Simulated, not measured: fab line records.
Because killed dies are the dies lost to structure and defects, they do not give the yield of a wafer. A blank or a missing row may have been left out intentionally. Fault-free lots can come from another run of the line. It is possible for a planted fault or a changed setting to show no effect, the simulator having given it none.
2 desks looking at one fault    flow gf180mcu    numbers are kept per desk, each desk with only its own; the story behind them comes last

## THE METROLOGY DESK
What the gauges read, lot by lot, whatever tool the lot ran on: means of the sampled wafers that have a number. Marked OUT: a lot whose mean sits more than 4 standard deviations from the usual mean, which makes it out of limits; the brackets give that distance. Shown here are 7 of its 9 readings, the ones lying furthest out on some lot.
Columns: A = V1_W_RS at GF_V1_RS_MEAS_24, usual 0.326 ohm/sq; B = V1_W_THK at GF_V1_THK_MEAS_25, usual 352 nm; C = M2_ALCU_THK at GF_M2_THK_MEAS_06, usual 445 nm; D = cdNm at GF_M2_CD_MEAS_14, usual 280.0 nm; E = M2_OVL at GF_M2_OVL_MEAS_15, usual 2 nm; F = V2_CVD_00_THK at GF_V2_THK_MEAS_01, usual 601 nm; G = V2_BOW at GF_V2_BOW_MEAS_05, usual 97 um
lot   first seen here  A      B    C    D      E   F    G
L659  day 19 11:17     0.326  345  440  280.4  5   601  96
L660  day 19 14:24     0.328  353  445  279.8  -1  592  107
L669  day 23 09:07     0.326  352  452  280.4  -2  605  98
L672  day 24 05:37     0.329  347  451  278.2  -6  599  90
L675  day 24 23:10     0.333  350  449  279.2  -3  602  101
L679  day 26 02:51     0.325  351  442  280.7  -1  605  110
Finding of this desk: none of the 6 lots has anything out of limits.

## TOOL OWNER'S DESK, pvdSputter-02
The tool's own readings at GF_M2_SPUTTER_04 (material TiN, target thk 50 nm, time 41.7 s): means of the sampled wafers that have a number, for each lot that ran on this tool. Marked OUT: a lot whose mean sits more than 4 standard deviations from the usual mean, which makes it out of limits; the brackets give that distance.
Columns: A = chamberPressurePa at GF_M2_SPUTTER_04, usual 0.3999 Pa; B = throttleValvePct at GF_M2_SPUTTER_04, usual 30.3 %
lot   first seen here  A                 B
L660  day 19 15:02     0.3999            30.8
L669  day 23 09:46     0.3175 (-96) OUT  34.7 (+4.8) OUT
L672  day 24 06:15     0.3166 (-97) OUT  34.5 (+4.5) OUT
This desk's finding: out of limits on L669, L672; first on L669, day 23 09:46 (chamberPressurePa at GF_M2_SPUTTER_04). Within limits: L660.

## ALL TOGETHER
The tool owner's desk could have raised an alarm at day 23 09:46, on L669, L672.
At the metrology desk, nothing out of limits was observed.
The metrology desk has L669, L672 on record, within its limits.
Every lot named ran GF_M2_SPUTTER_04 on pvdSputter-02.

## WHAT THE SIMULATOR HAD INSERTED
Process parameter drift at GF_M2_SPUTTER_04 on pvdSputter-02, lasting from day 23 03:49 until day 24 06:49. A move of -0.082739 in setting chamberPressurePa, from 0.4. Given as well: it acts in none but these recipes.
Lots struck among those shown: L669, L672.
Hours from the fault's start to each desk's first reading out of limits: the tool owner's desk, 6.
